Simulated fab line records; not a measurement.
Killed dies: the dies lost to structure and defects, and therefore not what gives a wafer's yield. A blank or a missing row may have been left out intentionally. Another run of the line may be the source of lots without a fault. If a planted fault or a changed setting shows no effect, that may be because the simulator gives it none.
A lot that was struck, set against a sound lot :: flow sky130 :: 22 out of 708 route steps
Sound: these wafers, L622.2, L622.3, L622.6. Wafers L635.1, L635.2, L635.3 were the ones struck. The cause comes at the end.
For every step that has rows: the tool of each side, followed by ch and its chambers, followed by its first start. Under that, the readings that differ: sound wafers :: struck wafers :: difference of the means :: sigmas: that difference in standard deviations of wafers without a fault.
alike: readings whose means differ by less than 2 such deviations, and words and numbers that are the same on both sides. not compared: withheld readings, readings that some wafer has no value for, bounds like >300 that may hide the same value, and numbers for which the record gives no deviation and whose values overlap.
Wherever a step has rows on one side only, a row that says differs or no value, or a row with sigmas, the two part there. Numbers that have no deviation but don't overlap get no sigmas and don't part them. A reading missing from all wafers of one side parts the sides only when that side holds two or more wafers.

first, 5 steps without rows for these wafers: SKY_LDD_P_COAT_02 (resist thk 1140 nm); SKY_LDD_P_SOFTBAKE_03 (time 60 s); SKY_LDD_P_EXPOSE_04 (exposes mask PSDM, target cd 380 nm); SKY_LDD_P_PEB_05; SKY_LDD_P_DEVELOP_06 (develop time 60.99 s).
SKY_LDD_P_CD_MEAS_07: the cd target is 380 nm.
  sound on cdSem-02 at day 20 03:38; struck on cdSem-02 at day 24 21:28
  alike: cdNm
SKY_LDD_P_OVL_MEAS_08:
  sound on overlay-02 at day 20 03:44; struck on overlay-01 at day 24 21:35
reading: LDD_P_OVL (nm)
sound: 1.8 1.3 0.6
struck: -1.8 -1.3 -3.1
difference: -3.3
sigmas: -3
after that, 1 step had no rows for these wafers: SKY_LDD_P_IMPLANT_09.
SKY_LDD_P_STRIP_10: strips in O2/N2.
  sound on plasmaAsher-04 ch 0, day 20 03:55; struck on plasmaAsher-01 ch 0,1, day 24 21:46
  alike: drypumpMotorCurrentA, oesProductAu, stripTimeToEndpointS
  not compared: rfHoursCounterH
SKY_LDD_P_TW_MEAS_11:
  sound on filmMetro-03 at day 20 04:02; struck on filmMetro-04 at day 24 21:52
  alike: LDD_P_TW
then, 2 steps without rows for these wafers: SKY_LDD_HVN_DEHYDRATE_00 (time 60 s); SKY_LDD_HVN_HMDS_01 (prime time 60 s).
SKY_LDD_HVN_COAT_02: resist thk 300 nm.
  sound on lithoTrack-02 ch 0, day 20 17:53; struck on lithoTrack-03 ch 0, day 25 12:52
reading: spinSpeedRpm (rpm)
sound: 2995.8 2996.3 3001.4
struck: 3145.0 3143.0 3144.9
difference: +146.5
sigmas: +67

reading: model.NOVOLAK_of_LDD_HVN_COAT_02.thkNm (nm)
sound: 299.9 300.1 299.4
struck: 293.3 293.4 293
difference: -6.6
sigmas: 
then, 3 steps without rows for these wafers: SKY_LDD_HVN_SOFTBAKE_03 (time 60 s); SKY_LDD_HVN_EXPOSE_04 (exposes mask HVNTM, target cd 700 nm); SKY_LDD_HVN_PEB_05.
SKY_LDD_HVN_DEVELOP_06: develop time 60 s.
  sound on lithoTrack-03 ch 0, day 21 10:11; struck on lithoTrack-02 ch 0, day 26 03:22
reading: model.NOVOLAK_of_LDD_HVN_COAT_02.thkNm (nm)
sound: 299.5 299.7 299
struck: 292.9 293 292.6
difference: -6.6
sigmas: 
SKY_LDD_HVN_OVL_MEAS_07:
  sound on overlay-01 at day 21 10:19; struck on overlay-01 at day 26 03:31
  alike: LDD_HVN_OVL
after that, 1 step had no rows for these wafers: SKY_LDD_HVN_IMPLANT_08.
SKY_LDD_HVN_STRIP_09: strips in O2/N2.
  sound on plasmaAsher-02 ch 0,1, day 21 10:30; struck on plasmaAsher-02 ch 0,1, day 26 03:42
reading: stripTimeToEndpointS (s)
sound: 4.137 4.140 4.115
struck: 4.037 4.057 4.045
difference: -0.084
sigmas: -6
  alike: drypumpMotorCurrentA, oesProductAu
  not compared: rfHoursCounterH
SKY_LDD_HVN_TW_MEAS_10:
  sound on filmMetro-01 at day 21 10:37; struck on filmMetro-01 at day 26 03:48
  alike: LDD_HVN_TW
-- a jump in the record: the struck wafers' starts before and after are 23 days apart (it breaks off in module LDD_HVN and resumes in module PAD_OPEN, where the first step shown is number 708 of the route) --
SKY_PAD_OPEN_PROBE_99:
  sound on prober-02 at day 46 11:31; struck on prober-02 at day 49 15:32
  alike: killed_at_M0_to_M3, killed_at_M4_up, killedAtContacts, killedAtFrontEnd, killedAtOther, killedDies, killedOpen, killedShort

WHERE THEY PART
At SKY_LDD_P_OVL_MEAS_08 first; at SKY_LDD_HVN_STRIP_09 last (within this record only). Later steps at which nothing parts them and some readings are alike: SKY_LDD_HVN_TW_MEAS_10, SKY_PAD_OPEN_PROBE_99.

WHY: the cause the simulator had injected
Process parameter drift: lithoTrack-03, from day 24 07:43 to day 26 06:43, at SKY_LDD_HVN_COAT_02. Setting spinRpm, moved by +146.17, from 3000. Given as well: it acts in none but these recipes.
